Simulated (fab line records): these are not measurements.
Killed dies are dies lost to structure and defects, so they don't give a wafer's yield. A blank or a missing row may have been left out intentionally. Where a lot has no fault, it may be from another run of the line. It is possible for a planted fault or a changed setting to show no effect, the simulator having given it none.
The tool behind it: which one?    flow gf180mcu    13 lots with 38 wafers sampled at 2 steps, on a route of 602 steps

== WHAT THE GAUGES READ, wafer by wafer ==
GF_LVPWELL_TW_MEAS_11. Usual: LVPWELL_TW 558, standard deviation 5.3.
lot   measured     on             LVPWELL_TW   flag
L968  day 3 20:21  film_metro-04  564 562 557  
L969  day 4 03:03  film_metro-04  562 562 561  
L970  day 4 07:09  film_metro-04  561 563 560  
L971  day 4 14:54  film_metro-01  563 565 563  
L972  day 4 18:44  film_metro-04  563 561 561  
L973  day 5 02:42  film_metro-03  550 549 552  
L975  day 5 12:23  film_metro-03  551 548      
L976  day 5 19:58  film_metro-03  552 550 553  
L977  day 6 00:56  film_metro-03  553 553 551  
L978  day 6 04:57  film_metro-04  559 558 557  
L980  day 6 16:41  film_metro-01  561 563 568  
L981  day 6 21:50  film_metro-03  553 552 555  
L989  day 8 21:17  film_metro-01  562 562 564  

== EACH LOT AND THE TOOL THAT RAN IT (in order: tool; ch and the chambers of the sampled wafers; start) ==
lot   GF_DNWELL_EXPOSE_04
L968  iline_stepper-01 ch 0, day 2 11:15
L969  iline_stepper-01 ch 0, day 2 17:47
L970  iline_stepper-01 ch 0, day 2 20:50
L971  iline_stepper-01 ch 0, day 3 04:46
L972  iline_stepper-01 ch 0, day 3 09:28
L973  iline_stepper-02 ch 0, day 3 15:34
L975  iline_stepper-02 ch 0, day 4 00:37
L976  iline_stepper-01 ch 0, day 4 08:02
L977  iline_stepper-01 ch 0, day 4 12:46
L978  iline_stepper-01 ch 0, day 4 16:39
L980  iline_stepper-02 ch 0, day 5 03:39
L981  iline_stepper-01 ch 0, day 5 08:14
L989  iline_stepper-01 ch 0, day 7 05:22
- GF_DNWELL_EXPOSE_04: exposes mask DNWELL, target cd 1700 nm.

== AS READ BY THE TOOLS THEMSELVES (means over the sampled wafers that have a number; for cases with no such wafer, the mark the record gives instead) ==
GF_DNWELL_EXPOSE_04. Usual: reticle_temp_C at 23.03 C, with a standard deviation of 0.12.
lot   tool              reticle_temp_C (C)  flag
L968  iline_stepper-01  23.10               
L969  iline_stepper-01  22.96               
L970  iline_stepper-01  23.03               
L971  iline_stepper-01  22.97               
L972  iline_stepper-01  23.10               
L973  iline_stepper-02  22.91               
L975  iline_stepper-02  23.09               
L976  iline_stepper-01  23.09               
L977  iline_stepper-01  23.05               
L978  iline_stepper-01  22.81               
L980  iline_stepper-02  23.14               
L981  iline_stepper-01  23.04               
L989  iline_stepper-01  23.15               

== THE ANSWER, worked out from the rows above alone ==
Rule: a lot counts as off when the mean over its wafers that have a number is more than 3 standard deviations away from the usual mean. Also off: a lot with no number at a reading for which 4 or more lots have one. The other lots that the step has rows for count as sound. The gauges are gone through in route order, then the tools' own readings, and for those a lot's mean is taken as printed above. The first step at which some lot is off is used, and at that step the reading that is off furthest; a lot without a number counts as furthest.
Nothing can be told from this: no lot is off at any reading shown.

== WHAT THE SIMULATOR HAD PUT IN ==
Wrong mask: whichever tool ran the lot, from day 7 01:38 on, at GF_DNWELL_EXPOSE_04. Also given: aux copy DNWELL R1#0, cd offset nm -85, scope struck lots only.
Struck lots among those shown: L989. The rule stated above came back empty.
